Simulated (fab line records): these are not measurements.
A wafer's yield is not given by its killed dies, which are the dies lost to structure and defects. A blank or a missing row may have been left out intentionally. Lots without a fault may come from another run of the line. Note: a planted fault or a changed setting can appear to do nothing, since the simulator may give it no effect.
Which tool did it? -- flow sky130 -- 42 wafers from 14 lots sampled at 6 of the route's 708 steps

WHAT THE GAUGES SHOWED, per wafer
SKY_POLY_GATE_CD_MEAS_22.
lot,measured,on,cdNm (nm)
L537,day 16 12:01,cdSem-02,152.6 154.3 155.2
L542,day 18 13:15,cdSem-01,151.2 154.5 152.2
L543,day 18 17:38,cdSem-01,153.6 150.7 153.2
L545,day 19 23:05,cdSem-01,147.2 152.7 152.7
L547,day 20 01:01,cdSem-02,150.2 152.3 151.1
L546,day 20 04:41,cdSem-02,150.6 152.5 150.8
L548,day 20 05:34,cdSem-02,148.0 153.3 150.6
L549,day 21 06:37,cdSem-02,150.6 154.6 151.0
L552,day 21 17:28,cdSem-01,145.6 150.6 153.8
L553,day 22 14:14,cdSem-02,145.0 152.3 151.2
L554,day 22 16:36,cdSem-01,148.3 146.1 152.5
L558,day 24 16:48,cdSem-02,148.0 151.9 146.5
L559,day 24 23:43,cdSem-01,150.4 145.9 146.4
L560,day 25 06:32,cdSem-01,149.6 147.6 150.1

SKY_LDD_HVN_TW_MEAS_10.
lot,measured,on,LDD_HVN_TW
L537,day 20 08:16,filmMetro-03,1451 1458 1456
L542,day 22 12:56,filmMetro-03,1449 1450 1444
L543,day 22 14:59,filmMetro-02,1453 1445 1445
L545,day 23 20:33,filmMetro-04,1438 1448 1443
L547,day 23 21:42,filmMetro-04,1439 1441 1439
L546,day 24 01:44,filmMetro-04,1436 1441 1437
L548,day 24 02:23,filmMetro-02,1440 1448 1445
L549,day 25 02:44,filmMetro-02,1451 1443 1445
L552,day 25 13:07,filmMetro-04,1429 1437 1438
L553,day 26 10:12,filmMetro-04,30 30 30
L554,day 26 12:11,filmMetro-02,30 30 30
L558,day 28 09:16,filmMetro-02,1458 1456 1459
L559,day 28 17:15,filmMetro-03,1456 1445 1449
L560,day 28 23:58,filmMetro-03,1447 1448 1453

SKY_POLY_CUT_OVL_MEAS_09.
lot,measured,on,POLY_CUT_OVL (nm)
L537,day 24 05:10,overlay-01,-4 2 0
L542,day 26 09:18,overlay-01,0 -6 -2
L543,day 26 11:57,overlay-02,3 0 4
L545,day 27 16:16,overlay-01,-9 -7 -9
L547,day 27 17:58,overlay-02,-2 1 -7
L546,day 27 20:25,overlay-01,-7 -4 -2
L548,day 27 22:37,overlay-01,4 2 -1
L549,day 28 20:43,overlay-01,-6 4 -3
L552,day 29 08:34,overlay-02,-3 -4 0
L553,day 30 03:01,overlay-02,-3 -4 1
L554,day 30 04:19,overlay-02,13 -1 1
L558,day 32 00:27,overlay-02,6 5 7
L559,day 32 08:10,overlay-01,2 1 2
L560,day 32 15:12,overlay-01,6 0 -3

SKY_SD_P_CD_MEAS_07: target cd 380 nm.
lot,measured,on,cdNm (nm)
L537,day 25 11:18,cdSem-02,382.7 379.2 381.6
L542,day 27 13:47,cdSem-01,382.8 382.3 383.8
L543,day 27 16:27,cdSem-02,376.9 377.9 381.0
L545,day 28 20:56,cdSem-01,377.6 378.3 377.1
L547,day 28 22:34,cdSem-02,381.8 382.3 383.2
L546,day 29 01:54,cdSem-01,384.4 385.8 382.1
L548,day 29 03:29,cdSem-02,379.5 380.5 376.5
L549,day 30 01:44,cdSem-02,382.4 379.3 379.0
L552,day 30 12:42,cdSem-02,380.1 378.9 379.4
L553,day 31 06:37,cdSem-02,382.2 379.9 381.9
L554,day 31 07:29,cdSem-02,380.5 381.5 378.3
L558,day 33 03:45,cdSem-01,379.5 377.8 376.9
L559,day 33 10:57,cdSem-01,386.0 380.7 383.2
L560,day 33 18:44,cdSem-01,378.6 378.7 379.5

TOOL THAT RAN EACH LOT (tool first, then ch and the chambers of the sampled wafers, then the start)
lot,SKY_LDD_P_STRIP_10,SKY_LDD_HVN_STRIP_09
L537,"plasmaAsher-02 ch 0,1, day 19 00:50","plasmaAsher-01 ch 0,1, day 20 08:10"
L542,"plasmaAsher-04 ch 0,1, day 21 05:33","plasmaAsher-02 ch 0,1, day 22 12:50"
L543,"plasmaAsher-02 ch 0, day 21 08:41","plasmaAsher-01 ch 0,1, day 22 14:53"
L545,"plasmaAsher-01 ch 0,1, day 22 14:05","plasmaAsher-02 ch 0,1, day 23 20:28"
L547,"plasmaAsher-04 ch 0, day 22 15:19","plasmaAsher-02 ch 0,1, day 23 21:35"
L546,"plasmaAsher-04 ch 0,1, day 22 19:37","plasmaAsher-03 ch 0,1, day 24 01:38"
L548,"plasmaAsher-02 ch 0,1, day 22 20:24","plasmaAsher-01 ch 0,1, day 24 02:17"
L549,"plasmaAsher-01 ch 0,1, day 23 21:01","plasmaAsher-02 ch 0,1, day 25 02:39"
L552,"plasmaAsher-01 ch 0,1, day 24 06:59","plasmaAsher-02 ch 0,1, day 25 13:01"
L553,"plasmaAsher-04 ch 0,1, day 25 03:55","plasmaAsher-03 ch 0,1, day 26 10:07"
L554,"plasmaAsher-02 ch 0,1, day 25 05:59","plasmaAsher-03 ch 0,1, day 26 12:05"
L558,"plasmaAsher-02 ch 0,1, day 27 04:20","plasmaAsher-03 ch 0, day 28 09:10"
L559,"plasmaAsher-04 ch 0,1, day 27 12:42","plasmaAsher-01 ch 0,1, day 28 17:08"
L560,"plasmaAsher-02 ch 0,1, day 27 18:51","plasmaAsher-01 ch 0,1, day 28 23:52"
- SKY_LDD_P_STRIP_10: strips in O2/N2.
- SKY_LDD_HVN_STRIP_09: strips in O2/N2.

WHAT THE TOOLS THEMSELVES READ (means of the sampled wafers that have a number; where no wafer has one, the mark that the record gives instead)
SKY_LDD_P_STRIP_10.
lot,tool,chamberPressureMTorr (mTorr),drypumpMotorCurrentA (A),oesProductAu (a.u.),stripTimeToEndpointS (s)
L537,plasmaAsher-02,1498.5,5.98,0.715,14.22
L542,plasmaAsher-04,1501.5,5.92,0.714,14.20
L543,plasmaAsher-02,1499.0,5.87,0.717,14.14
L545,plasmaAsher-01,1500.0,5.69,0.716,14.20
L547,plasmaAsher-04,1499.0,5.57,0.712,14.14
L546,plasmaAsher-04,1499.2,5.92,0.715,14.18
L548,plasmaAsher-02,1499.7,6.00,0.721,14.19
L549,plasmaAsher-01,1499.1,5.69,0.718,14.15
L552,plasmaAsher-01,1499.2,5.77,0.721,14.14
L553,plasmaAsher-04,-,-,-,-
L554,plasmaAsher-02,-,-,-,-
L558,plasmaAsher-02,1499.6,6.15,0.719,14.24
L559,plasmaAsher-04,1501.4,5.75,0.716,14.19
L560,plasmaAsher-02,1500.0,6.01,0.720,14.19

SKY_LDD_HVN_STRIP_09.
lot,tool,chamberPressureMTorr (mTorr),drypumpMotorCurrentA (A),oesProductAu (a.u.),stripTimeToEndpointS (s)
L537,plasmaAsher-01,1498.6,5.76,0.407,4.146
L542,plasmaAsher-02,1500.0,6.16,0.410,4.122
L543,plasmaAsher-01,1500.4,5.76,0.409,4.120
L545,plasmaAsher-02,1499.6,6.13,0.409,4.151
L547,plasmaAsher-02,1499.9,6.13,0.406,4.143
L546,plasmaAsher-03,1500.2,5.90,0.406,4.116
L548,plasmaAsher-01,1499.7,5.67,0.409,4.128
L549,plasmaAsher-02,1501.2,5.98,0.413,4.149
L552,plasmaAsher-02,1500.9,6.00,0.408,4.145
L553,plasmaAsher-03,1501.0,5.65,0.715,21.776
L554,plasmaAsher-03,1499.0,5.88,0.721,21.744
L558,plasmaAsher-03,1498.9,6.13,0.407,4.123
L559,plasmaAsher-01,1501.2,5.75,0.406,4.154
L560,plasmaAsher-01,1500.2,5.68,0.409,4.108

THE ANSWER, worked out from the rows above alone
Rule: what is usual is taken from the lots themselves. The widest of any qualifying gaps counts: lots, ordered by their means at a reading, are off when they make up no more than a third of the lots, leave a main group of 4 or more, and stand apart from it by 3 or more times the standard deviation of that group's means. If all means in a main group match to the digits the tables above print for the reading, that group is not used. A lot without any number at a reading at which 4 lots or more have one is off too. Where the step has rows for the other lots, those lots are counted as sound. The gauges are gone through in route order, then the tools' own readings, and for those a lot's mean is taken as printed above. At the first step where some lot is off, the reading lying furthest off is the one used; lots without a number count as furthest.
Off: at SKY_LDD_HVN_TW_MEAS_10 (LDD_HVN_TW), L553, L554. The main group: mean 1446, standard deviation 6.4.
If a tool, at a process step before that reading, ran all the lots that are off and no sound lot after the first of them, it fits. The gauges at SKY_LDD_HVN_TW_MEAS_10 aren't tried: what is off there is off at SKY_LDD_P_STRIP_10 too, on other tools, and a gauge's error can't cause that. Not one of the candidates tried fits.

WHAT WAS PUT IN BY THE SIMULATOR
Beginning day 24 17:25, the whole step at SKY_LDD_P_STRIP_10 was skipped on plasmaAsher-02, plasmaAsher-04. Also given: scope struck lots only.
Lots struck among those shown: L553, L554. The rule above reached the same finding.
